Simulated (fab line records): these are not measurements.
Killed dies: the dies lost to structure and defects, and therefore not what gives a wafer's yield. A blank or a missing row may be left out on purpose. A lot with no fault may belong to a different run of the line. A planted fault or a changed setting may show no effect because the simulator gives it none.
Matching of chambers + flow sfq_line + 3 sister chambers for SFQ_TRILAYER_A5B_DEP_PECVD_129 on pecvd-02
The step deposits SiO2 from SiH4/N2O, time 133.33 s, target thk 600 nm. 18 wafers are shown with their chamber, then 9 later ones without.

WAFERS PAIRED WITH THEIR CHAMBERS
| wafer  | chamber | heater_power_w (W) | throttle_valve_pct (%) |
|--------|---------|--------------------|------------------------|
| L918.1 | 1       | 59                 | 23.4                   |
| L918.3 | 0       | 90                 | 23.7                   |
| L918.4 | 0       | 90                 | 23.9                   |
| L920.2 | 1       | 62                 | 23.4                   |
| L920.3 | 2       | 59                 | 24.3                   |
| L920.4 | 1       | 62                 | 23.5                   |
| L921.1 | 2       | 70                 | 24.4                   |
| L921.2 | 0       | 85                 | 24.2                   |
| L921.5 | 2       | 71                 | 24.4                   |
| L922.4 | 0       | 87                 | 23.7                   |
| L922.5 | 1       | 60                 | 23.7                   |
| L922.6 | 2       | 68                 | 24.3                   |
| L931.1 | 1       | 62                 | 23.8                   |
| L931.4 | 0       | 92                 | 24.2                   |
| L931.5 | 2       | 62                 | 24.8                   |
| L934.1 | 0       | 90                 | 24.4                   |
| L934.2 | 1       | 63                 | 24.0                   |
| L934.5 | 1       | 50                 | 24.0                   |

SIGNATURES, as means of the wafers listed above
| reading            | chamber 0 | chamber 1 | chamber 2 | scatter within a chamber |
|--------------------|-----------|-----------|-----------|--------------------------|
| heater_power_w     | 89.00     | 59.71     | 66.00     | 4.19                     |
| throttle_valve_pct | 24.017    | 23.686    | 24.440    | 0.259                    |
Rule: a wafer's distance from a chamber is the root of the sum, over the readings, of the square of ((its reading less the chamber's mean) divided by the reading's scatter). If the next closest chamber is less than 2 further off than the closest, the wafer can't be placed; otherwise it belongs to the closest. How the scatter is found: for the shown wafers, subtract from each reading the mean of its chamber, square and add these, divide the total by (wafers less chambers), then take the root.

WAFERS WITH NO CHAMBER GIVEN
| wafer  | heater_power_w (W) | throttle_valve_pct (%) |
|--------|--------------------|------------------------|
| L935.3 | 60                 | 24.1                   |
| L935.5 | 69                 | 24.8                   |
| L935.6 | 62                 | 24.0                   |
| L936.1 | 62                 | 24.8                   |
| L936.4 | 65                 | 24.0                   |
| L936.6 | 65                 | 24.9                   |
| L938.2 | 66                 | 25.1                   |
| L938.4 | 63                 | 24.0                   |
| L938.5 | 86                 | 24.5                   |

THE CHAMBER EACH PASSED THROUGH
| wafer  | from the rows above     | in truth |
|--------|-------------------------|----------|
| L935.3 | can't be placed: 1 or 2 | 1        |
| L935.5 | 2                       | 2        |
| L935.6 | can't be placed: 1 or 2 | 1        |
| L936.1 | 2                       | 2        |
| L936.4 | can't be placed: 2 or 1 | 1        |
| L936.6 | 2                       | 2        |
| L938.2 | 2                       | 2        |
| L938.4 | can't be placed: 1 or 2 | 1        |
| L938.5 | 0                       | 0        |
Correct placement for 5 of the 9. These rows do not allow placing 4 (true chamber among the candidates in 4). Number placed wrongly: 0.
